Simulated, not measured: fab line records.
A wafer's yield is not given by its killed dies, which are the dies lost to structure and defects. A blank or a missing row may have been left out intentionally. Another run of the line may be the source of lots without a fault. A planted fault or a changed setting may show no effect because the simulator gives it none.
Matching of chambers || flow gf180mcu || GF_V1_CVD_02 on pecvd-01: 3 sister chambers
The step deposits SiO2 from TEOS, target thk 850 nm, time 94.851 s. 3 wafers are shown with their chamber, then 8 later ones without.

## EACH WAFER AND ITS CHAMBER
{"wafer": "L602.1", "chamber": 2, "rf fwd power W (W)": 597.0}
{"wafer": "L602.3", "chamber": 0, "rf fwd power W (W)": 593.8}
{"wafer": "L609.1", "chamber": 1, "rf fwd power W (W)": 594.3}

## WAFERS WHOSE CHAMBER IS MISSING
{"wafer": "L609.2", "rf fwd power W (W)": 598.3}
{"wafer": "L609.4", "rf fwd power W (W)": 596.8}
{"wafer": "L611.1", "rf fwd power W (W)": 592.5}
{"wafer": "L611.2", "rf fwd power W (W)": 598.3}
{"wafer": "L611.5", "rf fwd power W (W)": 594.9}
{"wafer": "L615.2", "rf fwd power W (W)": 592.7}
{"wafer": "L615.3", "rf fwd power W (W)": 598.7}
{"wafer": "L615.6", "rf fwd power W (W)": 599.9}

## THE CHAMBER EACH PASSED THROUGH
{"wafer": "L609.2", "from the rows above": "can't be placed: 2 or 1", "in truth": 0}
{"wafer": "L609.4", "from the rows above": "can't be placed: 2 or 1 or 0", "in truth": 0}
{"wafer": "L611.1", "from the rows above": "can't be placed: 0 or 1", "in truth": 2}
{"wafer": "L611.2", "from the rows above": "can't be placed: 2 or 1", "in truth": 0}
{"wafer": "L611.5", "from the rows above": "can't be placed: 1 or 0 or 2", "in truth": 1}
{"wafer": "L615.2", "from the rows above": "can't be placed: 0 or 1", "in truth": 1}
{"wafer": "L615.3", "from the rows above": "can't be placed: 2 or 1", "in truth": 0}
{"wafer": "L615.6", "from the rows above": "can't be placed: 2 or 1", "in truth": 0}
Placed correctly: 0 of 8. Cannot be placed on the basis of these rows: 8; the candidates contain the true chamber in 3. Placed wrongly: 0.
How it was worked out, from the rows above alone: a wafer's distance from a chamber is the root of the sum, over the readings, of the square of ((its reading less the chamber's mean) divided by the reading's scatter). The wafer belongs to the nearest chamber; if the next one is less than 2 further off, it can't be placed. The mean given for a chamber averages the wafers shown for that chamber. The scatter (one wafer shown for each chamber): square how far every hidden wafer sits from the nearest shown wafer, average those squares and take the square root.
